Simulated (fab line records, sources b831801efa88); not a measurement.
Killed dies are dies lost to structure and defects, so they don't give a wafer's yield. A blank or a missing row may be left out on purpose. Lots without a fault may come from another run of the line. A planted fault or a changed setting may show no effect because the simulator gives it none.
fab line records | flow sky130
record lots=13 wafers=39 last_day=50
route steps=708 shown NWELL@76 VT_ADJUST_NCORE@128 VT_ADJUST_PCH@150 PAD_OPEN@708
lots that met no fault: from a run of the same line without faults
start_h: hours from the record's first day to the start of the lot's first wafer shown | wait_h: hours since the lot's step before | " the same as in the row above | L1.1+2: a row that stands for several wafers | - no value, or no start given | * or withheld: withheld | < > ~ a bound
route shown NAME@n: a module of which the file shows steps, and the number in the route of the first | usual: mean/standard deviation of fault-free wafers | same: alike in all rows | chamber/n: place in a boat | sites: the reading at each site | _std_site: their standard deviation | _edge_site: outer sites' mean less inner sites' | radius_mm: how far each site lies from the wafer's centre | mask NAME#n: copy n | behind: the tool/chamber that last shaped the wafer | hold: why the lot was held/for how many hours/how that ended | device: the transistor (n, p or np) that didn't switch | end of line: the same wafers' tests at the end of the route | a step without rows: its recipe alone | killed: dies lost to structure and defects at the first sort, not the wafer's yield | map: a wafer's dies, x killed, . not, _ none there
set.NAME: the setting as run; set.NAME@STEP: as run at that earlier step | model.NAME: the simulator's own value behind a step, which no gauge read
steps of the route over a sample of lots; a table a step, a row a wafer
services: from which hour (start_h, from the record's first day; less than 0 if before it) a tool's chamber was out of use, for how many hours, and why
## steps
# step SKY_NWELL_OVL_MEAS_23
# usual NWELL_01_OVL=0.6/1.4
# columns lot.wafer tool chamber start_h wait_h NWELL_01_OVL[nm]
L496.1 overlay-02 - 111.95 - 2.8
L496.3 " - " " 0.7
L496.6 " - " " 1.2
L498.2 overlay-01 - 123.12 - 2.2
L498.3 " - " " 0.6
L498.4 " - " " 1.8
L499.2 overlay-01 - 128.97 - 0.3
L499.3 " - " " -2.2
L499.5 " - " " -0.6
L500.2 overlay-02 - 143.00 - -2.0
L500.4 " - " " -0.9
L500.5 " - " " -2.3
L501.1 overlay-02 - 146.91 - 2.0
L501.3 " - " " 0.7
L501.6 " - " " 0.1
L505.1 overlay-02 - 171.55 - 1.5
L505.4 " - " " 1.9
L505.6 " - " " 0.9
L506.1 overlay-01 - 177.80 - 0.6
L506.4 " - " " -0.1
L506.5 " - " " -1.2
L509.1 overlay-01 - 201.00 - 0.6
L509.3 " - " " 1.1
L509.5 " - " " 0.7
L512.2 overlay-01 - 215.20 - -1.1
L512.3 " - " " -0.7
L512.6 " - " " 0.2
L513.1 overlay-01 - 223.66 - 1.2
L513.4 " - " " -0.4
L513.5 " - " " 0.2
L514.1 overlay-01 - 226.80 - -1.2
L514.3 " - " " -1.5
L514.4 " - " " -0.4
L516.1 overlay-01 - 235.90 - 0.9
L516.2 " - " " 2.1
L516.4 " - " " 0.7
L517.1 overlay-01 - 255.70 - -1.8
L517.2 " - " " -0.4
L517.3 " - " " 0.1
# step SKY_VT_ADJUST_NCORE_IMPLANT_09
# recipe species=B energy_kev=10 dose_cm2=2.4e+12 tilt_deg=withheld
# usual beam_on_s=10.00/0.18 end_station_pressure_torr=5.03e-06/2.5e-07 faraday_current_uA=13.54/0.24
# columns lot.wafer tool chamber start_h wait_h beam_on_s end_station_pressure_torr faraday_current_uA
L496.1 implanter-04 0 191.72 0.0 10.01 4.67e-06 13.52
L496.3 " 0 " " 9.92 5.4e-06 13.64
L496.6 " 0 " " 10.49 5.24e-06 12.89
L498.2 implanter-02 0 203.98 0.0 9.83 4.39e-06 13.83
L498.3 " 0 " " 9.79 4.93e-06 13.77
L498.4 " 0 " " 9.97 5.04e-06 13.57
L499.2 implanter-04 0 212.68 0.0 10.19 5.26e-06 13.26
L499.3 " 0 " " 9.65 4.77e-06 14.01
L499.5 " 0 " " 10.33 5.03e-06 13.19
L500.2 implanter-04 0 226.88 0.0 9.97 4.89e-06 13.65
L500.4 " 0 " " 10.17 5.09e-06 13.32
L500.5 " 0 " " 9.95 4.71e-06 13.63
L501.1 implanter-04 0 231.90 0.0 10.16 5.15e-06 13.28
L501.3 " 0 " " 10.08 4.86e-06 13.48
L501.6 " 0 " " 9.94 5.56e-06 13.59
L505.1 implanter-02 0 260.80 0.0 10.13 5.07e-06 13.35
L505.4 " 0 " " 10.07 4.9e-06 13.44
L505.6 " 0 " " 9.98 4.97e-06 13.58
L506.1 implanter-02 0 268.35 0.0 10.08 4.51e-06 13.37
L506.4 " 0 " " 9.97 4.71e-06 13.54
L506.5 " 0 " " 10.10 5.21e-06 13.47
L509.1 implanter-04 0 294.92 0.0 11.22 7.45e-05 11.78
L509.3 " 0 " " 11.25 8.132e-05 11.74
L509.5 " 0 " " 11.36 7.754e-05 11.63
L512.2 implanter-03 0 312.93 0.0 9.94 4.92e-06 13.57
L512.3 " 0 " " 10.00 5.22e-06 13.46
L512.6 " 0 " " 10.01 4.96e-06 13.58
L513.1 implanter-04 0 322.65 0.0 11.38 7.796e-05 11.64
L513.4 " 0 " " 11.11 7.33e-05 11.86
L513.5 " 0 " " 10.94 7.313e-05 12.13
L514.1 implanter-02 0 328.27 0.0 10.02 4.91e-06 13.53
L514.3 " 0 " " 9.88 5.07e-06 13.66
L514.4 " 0 " " 9.86 5.1e-06 13.74
L516.1 implanter-02 0 338.00 0.0 9.63 5.03e-06 14.08
L516.2 " 0 " " 9.85 5.37e-06 13.75
L516.4 " 0 " " 9.97 4.8e-06 13.51
L517.1 implanter-02 0 359.85 0.0 10.32 5.07e-06 13.17
L517.2 " 0 " " 9.85 4.8e-06 13.76
L517.3 " 0 " " 10.15 4.69e-06 13.33
# step SKY_VT_ADJUST_NCORE_TW_MEAS_11
# usual VT_ADJUST_NCORE_TW=220.7/1.1
# columns lot.wafer tool chamber start_h wait_h VT_ADJUST_NCORE_TW
L496.1 film_metro-01 - 191.97 0.1 221.6
L496.3 " - " " 221.3
L496.6 " - " " 222.0
L498.2 film_metro-03 - 204.22 0.1 221.2
L498.3 " - " " 220.2
L498.4 " - " " 221.3
L499.2 film_metro-02 - 212.91 0.1 220.3
L499.3 " - " " 221.0
L499.5 " - " " 220.5
L500.2 film_metro-01 - 227.12 0.1 218.7
L500.4 " - " " 218.4
L500.5 " - " " 220.6
L501.1 film_metro-03 - 232.15 0.1 220.5
L501.3 " - " " 221.0
L501.6 " - " " 219.8
L505.1 film_metro-03 - 261.05 0.1 222.3
L505.4 " - " " 221.8
L505.6 " - " " 221.8
L506.1 film_metro-01 - 268.60 0.1 220.1
L506.4 " - " " 221.9
L506.5 " - " " 221.6
L509.1 film_metro-03 - 295.17 0.1 229.7
L509.3 " - " " 229.4
L509.5 " - " " 229.3
L512.2 film_metro-02 - 313.16 0.1 221.4
L512.3 " - " " 221.9
L512.6 " - " " 221.7
L513.1 film_metro-03 - 322.90 0.1 228.0
L513.4 " - " " 226.6
L513.5 " - " " 227.7
L514.1 film_metro-03 - 328.52 0.1 219.8
L514.3 " - " " 220.5
L514.4 " - " " 219.8
L516.1 film_metro-01 - 338.25 0.1 219.2
L516.2 " - " " 218.9
L516.4 " - " " 219.5
L517.1 film_metro-01 - 360.10 0.1 219.1
L517.2 " - " " 219.2
L517.3 " - " " 217.5
# step SKY_VT_ADJUST_PCH_OVL_MEAS_07
# usual VT_ADJUST_PCH_OVL=0.0/1.4
# columns lot.wafer tool chamber start_h wait_h VT_ADJUST_PCH_OVL[nm]
L496.1 overlay-01 - 234.41 - -0.3
L496.3 " - " " 1.3
L496.6 " - " " 0.6
L498.2 overlay-02 - 248.07 - 1.2
L498.3 " - " " 0.9
L498.4 " - " " 1.4
L499.2 overlay-01 - 259.72 - 0.0
L499.3 " - " " -1.0
L499.5 " - " " 0.4
L500.2 overlay-02 - 274.12 - 0.5
L500.4 " - " " 0.8
L500.5 " - " " -0.1
L501.1 overlay-01 - 280.25 - -2.2
L501.3 " - " " -1.6
L501.6 " - " " -0.7
L505.1 overlay-02 - 311.80 - 1.8
L505.4 " - " " 0.6
L505.6 " - " " 1.1
L506.1 overlay-02 - 320.41 - 2.4
L506.4 " - " " 1.4
L506.5 " - " " 2.7
L509.1 overlay-01 - 348.05 - -0.9
L509.3 " - " " -2.2
L509.5 " - " " -0.7
L512.2 overlay-01 - 367.35 - 0.1
L512.3 " - " " -0.4
L512.6 " - " " -1.6
L513.1 overlay-02 - 378.01 - 1.3
L513.4 " - " " -0.3
L513.5 " - " " 1.1
L514.1 overlay-01 - 383.05 - -1.3
L514.3 " - " " -1.4
L514.4 " - " " -0.6
L516.1 overlay-02 - 393.16 - 0.2
L516.2 " - " " 1.9
L516.4 " - " " 1.3
L517.1 overlay-02 - 417.00 - 1.5
L517.2 " - " " 1.7
L517.3 " - " " 2.8
# step SKY_VT_ADJUST_PCH_TW_MEAS_10
# usual VT_ADJUST_PCH_TW=143.3/0.82
# columns lot.wafer tool chamber start_h wait_h VT_ADJUST_PCH_TW
L496.1 film_metro-02 - 234.70 0.1 143.4
L496.3 " - " " 143.4
L496.6 " - " " 144.0
L498.2 film_metro-04 - 248.36 0.1 142.9
L498.3 " - " " 142.4
L498.4 " - " " 143.3
L499.2 film_metro-01 - 260.04 0.1 143.0
L499.3 " - " " 142.7
L499.5 " - " " 142.4
L500.2 film_metro-02 - 274.41 0.1 143.9
L500.4 " - " " 142.6
L500.5 " - " " 143.7
L501.1 film_metro-02 - 280.53 0.1 143.0
L501.3 " - " " 143.4
L501.6 " - " " 143.8
L505.1 film_metro-02 - 312.08 0.1 144.8
L505.4 " - " " 144.4
L505.6 " - " " 144.5
L506.1 film_metro-02 - 320.70 0.1 145.6
L506.4 " - " " 144.3
L506.5 " - " " 143.6
L509.1 film_metro-01 - 348.33 0.1 143.6
L509.3 " - " " 142.9
L509.5 " - " " 142.7
L512.2 film_metro-04 - 367.64 0.1 142.5
L512.3 " - " " 142.7
L512.6 " - " " 143.1
L513.1 film_metro-04 - 378.30 0.1 144.0
L513.4 " - " " 143.0
L513.5 " - " " 143.9
L514.1 film_metro-01 - 383.33 0.1 141.4
L514.3 " - " " 142.6
L514.4 " - " " 141.5
L516.1 film_metro-04 - 393.45 0.1 143.0
L516.2 " - " " 142.2
L516.4 " - " " 142.4
L517.1 film_metro-01 - 417.28 0.1 142.4
L517.2 " - " " 142.6
L517.3 " - " " 143.1
# step SKY_PAD_OPEN_PROBE_99
# usual killed_at_M0_to_M3=44/7.2 killed_at_M4_up=3.1/1.8 killed_at_contacts=25/5.2 killed_at_front_end=15/3.9 killed_at_other=0.2/0.5 killed_dies=86/9.5 killed_open=47/7.3 killed_short=40/6
# same gross_dies=492 killed_at_back_side=0
# columns lot.wafer tool chamber start_h wait_h killed_at_M0_to_M3 killed_at_M4_up killed_at_contacts killed_at_front_end killed_at_other killed_dies killed_open killed_short
L496.1 prober-02 - 1078.58 0.1 38 3 23 15 0 79 47 32
L496.3 prober-02 - 1078.68 0.2 53 5 30 14 0 102 56 46
L496.6 prober-02 - 1078.83 0.2 48 4 21 16 0 89 44 45
L498.2 prober-02 - 1095.63 0.1 41 3 30 21 1 96 45 51
L498.3 prober-02 - 1095.68 0.2 52 3 35 14 0 104 56 48
L498.4 prober-02 - 1095.73 0.2 60 1 31 16 0 108 60 48
L499.2 prober-01 - 1105.41 0.1 37 2 25 14 0 78 43 35
L499.3 prober-01 - 1105.46 0.2 50 2 37 18 0 107 57 50
L499.5 prober-01 - 1105.56 0.2 40 0 25 12 1 78 41 37
L500.2 prober-02 - 1118.82 0.1 43 3 30 14 1 91 58 33
L500.4 prober-02 - 1118.92 0.2 59 6 20 17 0 102 54 48
L500.5 prober-02 - 1118.97 0.2 47 4 25 11 1 88 50 38
L501.1 prober-02 - 1120.13 0.1 45 4 31 11 0 91 56 35
L501.3 prober-02 - 1120.23 0.2 30 10 20 15 0 75 43 32
L501.6 prober-02 - 1120.38 0.2 45 7 32 17 0 101 52 49
L505.1 prober-02 - 1142.52 0.1 42 4 25 16 0 87 45 42
L505.4 prober-02 - 1142.67 0.2 57 1 24 11 0 93 59 34
L505.6 prober-02 - 1142.77 0.2 40 1 25 12 0 78 40 38
L506.4 prober-01 - 1143.62 0.2 37 1 28 24 0 90 48 42
L506.5 prober-01 - 1143.67 0.2 59 2 22 16 0 99 56 43
L509.1 prober-02 - 1168.28 0.1 47 1 21 12 0 81 43 38
L509.3 prober-02 - 1168.38 0.2 42 2 22 20 0 86 45 41
L509.5 prober-02 - 1168.48 0.2 50 5 30 9 0 94 52 42
L512.2 prober-01 - 1178.17 0.1 34 3 21 11 1 70 35 35
L512.3 prober-01 - 1178.22 0.2 41 2 24 19 1 87 48 39
L512.6 prober-01 - 1178.37 0.2 43 5 20 26 1 95 55 40
L513.1 prober-02 - 1182.41 0.1 38 1 29 16 0 84 41 43
L513.4 prober-02 - 1182.56 0.2 52 3 27 11 0 93 48 45
L513.5 prober-02 - 1182.61 0.2 46 7 26 18 0 97 48 49
L514.1 prober-02 - 1188.38 0.1 43 1 22 12 0 78 45 33
L514.3 prober-02 - 1188.48 0.2 40 5 19 13 0 77 37 40
L514.4 prober-02 - 1188.53 0.2 33 4 24 20 0 81 48 33
L516.1 prober-01 - 1193.57 0.1 39 3 30 18 0 90 53 37
L516.2 prober-01 - 1193.62 0.1 45 6 21 13 0 85 50 35
L516.4 prober-01 - 1193.72 0.2 46 3 18 9 0 76 46 30
L517.1 prober-01 - 1203.29 0.1 33 5 20 15 0 73 41 32
L517.2 prober-01 - 1203.34 0.1 58 5 20 21 0 104 59 45
L517.3 prober-01 - 1203.39 0.2 44 4 23 13 0 84 42 40
# killed by level:class
L496.1 CONTACT:geometric_particle:open=9 VIA1:geometric_particle:open=8 METAL1:geometric_particle:short=6 VIA2:geometric_particle:open=6 LOCAL_INTERCONNECT:geometric_particle:short=5 FIELD_ISO:geometric_particle:open=4 LI_CONTACT:geometric_particle:open=4 CONTACT:geometric_particle:short=4
L496.3 LI_CONTACT:geometric_particle:open=12 VIA1:geometric_particle:open=11 METAL1:geometric_particle:short=10 VIA2:geometric_particle:open=8 FIELD_ISO:geometric_particle:short=7 LOCAL_INTERCONNECT:geometric_particle:short=6 CONTACT:geometric_particle:short=6 FIELD_ISO:geometric_particle:open=5
L496.6 VIA2:geometric_particle:open=10 METAL2:geometric_particle:short=8 VIA3:geometric_particle:open=7 LI_CONTACT:geometric_particle:open=6 LOCAL_INTERCONNECT:geometric_particle:short=6 FIELD_ISO:geometric_particle:short=5 CONTACT:geometric_particle:open=5 VIA1:geometric_particle:open=5
L498.2 CONTACT:geometric_particle:open=10 METAL2:geometric_particle:short=9 VIA1:geometric_particle:open=8 VIA1:geometric_particle:short=8 LOCAL_INTERCONNECT:geometric_particle:short=7 LI_CONTACT:geometric_particle:open=7 POLY_GATE:geometric_particle:short=6 VIA2:geometric_particle:open=6
L498.3 VIA1:geometric_particle:open=15 VIA1:geometric_particle:short=11 CONTACT:geometric_particle:open=10 LI_CONTACT:geometric_particle:open=10 FIELD_ISO:geometric_particle:short=6 CONTACT:geometric_particle:short=6 METAL1:geometric_particle:short=6 METAL2:geometric_particle:open=6
L498.4 LI_CONTACT:geometric_particle:open=12 CONTACT:geometric_particle:open=8 VIA1:geometric_particle:open=8 METAL2:geometric_particle:short=8 VIA3:geometric_particle:short=7 VIA2:geometric_particle:open=7 VIA3:geometric_particle:open=7 FIELD_ISO:geometric_particle:open=6
L499.2 VIA1:geometric_particle:open=13 LI_CONTACT:geometric_particle:open=8 CONTACT:geometric_particle:open=7 CONTACT:geometric_particle:short=7 FIELD_ISO:geometric_particle:short=6 VIA3:geometric_particle:open=5 METAL1:geometric_particle:short=4 METAL2:geometric_particle:short=4
L499.3 CONTACT:geometric_particle:open=15 VIA1:geometric_particle:open=14 VIA1:geometric_particle:short=8 VIA2:geometric_particle:open=8 LOCAL_INTERCONNECT:geometric_particle:short=7 METAL2:geometric_particle:short=7 POLY_GATE:geometric_particle:short=6 FIELD_ISO:geometric_particle:short=5
L499.5 CONTACT:geometric_particle:open=11 VIA1:geometric_particle:open=8 LI_CONTACT:geometric_particle:open=7 FIELD_ISO:geometric_particle:open=5 FIELD_ISO:geometric_particle:short=5 VIA3:geometric_particle:open=5 VIA3:geometric_particle:short=5 VIA1:geometric_particle:short=4
L500.2 CONTACT:geometric_particle:open=13 VIA1:geometric_particle:open=10 VIA2:geometric_particle:open=9 LI_CONTACT:geometric_particle:open=8 METAL1:geometric_particle:short=6 CONTACT:geometric_particle:short=5 VIA3:geometric_particle:open=5 VIA1:geometric_particle:short=4
L500.4 VIA1:geometric_particle:open=15 VIA2:geometric_particle:open=11 METAL2:geometric_particle:short=7 FIELD_ISO:geometric_particle:open=6 CONTACT:geometric_particle:short=6 VIA1:geometric_particle:short=6 CONTACT:geometric_particle:open=5 VIA3:geometric_particle:short=5
L500.5 VIA1:geometric_particle:open=10 CONTACT:geometric_particle:open=9 VIA3:geometric_particle:open=8 CONTACT:geometric_particle:short=7 VIA1:geometric_particle:short=6 METAL2:geometric_particle:short=6 VIA2:geometric_particle:open=6 LI_CONTACT:geometric_particle:open=5
L501.1 CONTACT:geometric_particle:open=13 VIA1:geometric_particle:open=9 LI_CONTACT:geometric_particle:open=8 VIA2:geometric_particle:open=8 LOCAL_INTERCONNECT:geometric_particle:short=6 VIA3:geometric_particle:open=6 FIELD_ISO:geometric_particle:open=5 METAL2:geometric_particle:short=5
L501.3 LI_CONTACT:geometric_particle:open=9 VIA1:geometric_particle:open=7 METAL4:geometric_particle:short=6 VIA2:geometric_particle:short=5 CONTACT:geometric_particle:short=4 VIA3:geometric_particle:open=4 FIELD_ISO:geometric_particle:open=3 POLY_GATE:geometric_particle:short=3
L501.6 CONTACT:geometric_particle:open=13 LI_CONTACT:geometric_particle:open=12 VIA1:geometric_particle:short=8 VIA1:geometric_particle:open=7 POLY_GATE:geometric_particle:short=6 VIA2:geometric_particle:open=6 METAL2:geometric_particle:short=6 FIELD_ISO:geometric_particle:short=4
L505.1 VIA1:geometric_particle:open=10 CONTACT:geometric_particle:short=8 LI_CONTACT:geometric_particle:open=7 VIA1:geometric_particle:short=7 CONTACT:geometric_particle:open=6 VIA2:geometric_particle:short=6 POLY_GATE:geometric_particle:short=5 VIA2:geometric_particle:open=5
L505.4 VIA1:geometric_particle:open=15 VIA3:geometric_particle:open=10 CONTACT:geometric_particle:open=10 VIA2:geometric_particle:open=7 LI_CONTACT:geometric_particle:open=5 CONTACT:geometric_particle:short=5 POLY_GATE:geometric_particle:short=4 METAL1:geometric_particle:short=4
L505.6 VIA1:geometric_particle:open=8 CONTACT:geometric_particle:open=7 VIA1:geometric_particle:short=7 LI_CONTACT:geometric_particle:open=6 VIA3:geometric_particle:open=6 CONTACT:geometric_particle:short=5 METAL1:geometric_particle:short=5 METAL2:geometric_particle:short=5
L506.4 CONTACT:geometric_particle:open=13 FIELD_ISO:geometric_particle:short=9 VIA1:geometric_particle:open=8 LI_CONTACT:geometric_particle:open=7 METAL1:geometric_particle:short=7 FIELD_ISO:geometric_particle:open=5 POLY_GATE:geometric_particle:short=5 POLY_GATE:geometric_particle:open=4
L506.5 VIA1:geometric_particle:open=14 VIA2:geometric_particle:open=14 VIA3:geometric_particle:open=8 METAL1:geometric_particle:short=7 VIA1:geometric_particle:short=7 FIELD_ISO:geometric_particle:short=6 LOCAL_INTERCONNECT:geometric_particle:short=6 CONTACT:geometric_particle:open=5
L509.1 VIA1:geometric_particle:open=12 LI_CONTACT:geometric_particle:open=8 METAL1:geometric_particle:short=6 VIA1:geometric_particle:short=6 CONTACT:geometric_particle:open=5 METAL2:geometric_particle:short=5 FIELD_ISO:geometric_particle:short=4 LOCAL_INTERCONNECT:geometric_particle:short=4
L509.3 METAL2:geometric_particle:short=11 VIA1:geometric_particle:open=9 CONTACT:geometric_particle:open=7 VIA3:geometric_particle:open=6 FIELD_ISO:geometric_particle:open=5 POLY_GATE:geometric_particle:open=5 LI_CONTACT:geometric_particle:open=5 METAL1:geometric_particle:short=5
L509.5 CONTACT:geometric_particle:open=15 VIA1:geometric_particle:open=11 VIA3:geometric_particle:open=11 VIA1:geometric_particle:short=7 CONTACT:geometric_particle:short=6 METAL2:geometric_particle:short=6 LI_CONTACT:geometric_particle:open=5 LOCAL_INTERCONNECT:geometric_particle:short=4
L512.2 VIA1:geometric_particle:open=9 CONTACT:geometric_particle:open=6 VIA3:geometric_particle:open=6 METAL2:geometric_particle:short=5 LI_CONTACT:geometric_particle:short=5 LOCAL_INTERCONNECT:geometric_particle:short=4 FIELD_ISO:geometric_particle:open=3 POLY_GATE:geometric_particle:open=3
L512.3 CONTACT:geometric_particle:open=11 VIA1:geometric_particle:open=8 LI_CONTACT:geometric_particle:open=7 FIELD_ISO:geometric_particle:short=6 VIA3:geometric_particle:open=6 METAL1:geometric_particle:short=5 VIA2:geometric_particle:open=5 VIA2:geometric_particle:short=5
L512.6 VIA1:geometric_particle:open=10 FIELD_ISO:geometric_particle:short=9 CONTACT:geometric_particle:open=9 FIELD_ISO:geometric_particle:open=6 METAL1:geometric_particle:short=6 METAL2:geometric_particle:short=6 VIA3:geometric_particle:open=6 METAL1:geometric_particle:open=5
L513.1 LI_CONTACT:geometric_particle:open=7 LOCAL_INTERCONNECT:geometric_particle:short=7 FIELD_ISO:geometric_particle:short=6 METAL1:geometric_particle:short=6 CONTACT:geometric_particle:open=6 VIA1:geometric_particle:open=6 VIA2:geometric_particle:open=6 METAL3:geometric_particle:short=5
L513.4 VIA1:geometric_particle:open=12 VIA3:geometric_particle:open=9 VIA1:geometric_particle:short=8 CONTACT:geometric_particle:open=7 METAL2:geometric_particle:short=7 LI_CONTACT:geometric_particle:open=6 LI_CONTACT:geometric_particle:short=5 LOCAL_INTERCONNECT:geometric_particle:short=5
L513.5 VIA1:geometric_particle:open=12 CONTACT:geometric_particle:open=8 METAL1:geometric_particle:short=7 LOCAL_INTERCONNECT:geometric_particle:short=7 METAL4:geometric_particle:short=7 VIA3:geometric_particle:open=7 VIA2:geometric_particle:open=6 SPACER:geometric_particle:open=5
L514.1 VIA1:geometric_particle:open=13 VIA3:geometric_particle:open=8 LI_CONTACT:geometric_particle:open=7 CONTACT:geometric_particle:short=5 CONTACT:geometric_particle:open=5 METAL2:geometric_particle:short=5 FIELD_ISO:geometric_particle:short=3 METAL3:geometric_particle:short=3
L514.3 CONTACT:geometric_particle:open=9 VIA1:geometric_particle:short=8 VIA3:geometric_particle:short=7 VIA3:geometric_particle:open=6 VIA1:geometric_particle:open=6 POLY_GATE:geometric_particle:open=5 METAL2:geometric_particle:short=4 VIA2:geometric_particle:short=4
L514.4 VIA1:geometric_particle:open=11 CONTACT:geometric_particle:open=9 POLY_GATE:geometric_particle:open=7 CONTACT:geometric_particle:short=6 FIELD_ISO:geometric_particle:open=5 VIA2:geometric_particle:open=5 LI_CONTACT:geometric_particle:open=4 METAL1:geometric_particle:short=4
L516.1 VIA1:geometric_particle:open=11 CONTACT:geometric_particle:open=9 LI_CONTACT:geometric_particle:open=9 FIELD_ISO:geometric_particle:short=8 VIA3:geometric_particle:open=7 METAL2:geometric_particle:short=7 FIELD_ISO:geometric_particle:open=5 CONTACT:geometric_particle:short=5
L516.2 VIA1:geometric_particle:open=15 CONTACT:geometric_particle:open=13 METAL2:geometric_particle:short=9 FIELD_ISO:geometric_particle:short=6 LI_CONTACT:geometric_particle:open=4 METAL1:geometric_particle:short=4 VIA1:geometric_particle:short=4 VIA3:geometric_particle:short=4
L516.4 VIA1:geometric_particle:open=10 VIA2:geometric_particle:open=7 CONTACT:geometric_particle:open=6 LI_CONTACT:geometric_particle:open=6 METAL2:geometric_particle:short=6 FIELD_ISO:geometric_particle:open=5 METAL3:geometric_particle:short=5 METAL1:geometric_particle:short=4
L517.1 VIA1:geometric_particle:open=9 VIA3:geometric_particle:open=8 LI_CONTACT:geometric_particle:open=8 CONTACT:geometric_particle:short=6 METAL1:geometric_particle:short=5 FIELD_ISO:geometric_particle:open=3 CONTACT:geometric_particle:open=3 VIA1:geometric_particle:short=3
L517.2 VIA1:geometric_particle:open=12 FIELD_ISO:geometric_particle:open=8 CONTACT:geometric_particle:open=8 VIA3:geometric_particle:open=8 VIA2:geometric_particle:open=7 VIA1:geometric_particle:short=7 CONTACT:geometric_particle:short=6 POLY_GATE:geometric_particle:short=5
L517.3 VIA1:geometric_particle:open=14 CONTACT:geometric_particle:open=7 LOCAL_INTERCONNECT:geometric_particle:short=6 LI_CONTACT:geometric_particle:open=5 VIA1:geometric_particle:short=5 METAL2:geometric_particle:short=5 VIA2:geometric_particle:short=4 LI_CONTACT:geometric_particle:short=4
## services
# columns tool chamber start_h hours kind
implanter-04 - 168.66 1.5 repair
implanter-03 - 176.61 5.1 repair
implanter-03 - 177.82 2.4 repair
implanter-02 - 189.89 3.6 repair
implanter-04 - 218.75 2.1 repair
implanter-02 - 229.61 4.1 repair
implanter-04 - 236.57 2.7 repair
implanter-03 - 273.84 3.7 pm
## key
first_sign step=SKY_VT_ADJUST_NCORE_IMPLANT_09 reading=end_station_pressure_torr direction=up sigmas=99+ usual=5.03e-06 struck=7.629e-05
effect step=SKY_VT_ADJUST_NCORE_IMPLANT_09 reading=faraday_current_uA direction=down sigmas=7.1 usual=13.54 struck=11.80
effect step=SKY_VT_ADJUST_NCORE_TW_MEAS_11 reading=VT_ADJUST_NCORE_TW direction=up sigmas=6.8 usual=220.7 struck=228.5
met_at SKY_VT_ADJUST_NCORE_IMPLANT_09
struck_lots L509,L513
tester_left_out L509,L513
not_acting_at SKY_NWELL_OVL_MEAS_23,SKY_VT_ADJUST_PCH_OVL_MEAS_07,SKY_VT_ADJUST_PCH_TW_MEAS_10
onset_between 231.90 294.92
fault kind=process_parameter_drift tool=implanter-04 chamber=- onset_h=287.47 steps=SKY_VT_ADJUST_NCORE_IMPLANT_09 channel=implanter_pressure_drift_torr offset=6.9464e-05 shape=step end_h=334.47
fault kind=process_parameter_drift tool=implanter-04 chamber=- onset_h=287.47 steps=SKY_VT_ADJUST_NCORE_IMPLANT_09 channel=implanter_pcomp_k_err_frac offset=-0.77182 shape=step end_h=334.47
# tester_left_out: of these lots the tester's yield and bins aren't shown, on N5 and GAA mostly nor the transistor test; their killed dies are dies lost to structure and defects alone, not to doping, threshold or leakage, so they don't give the yield
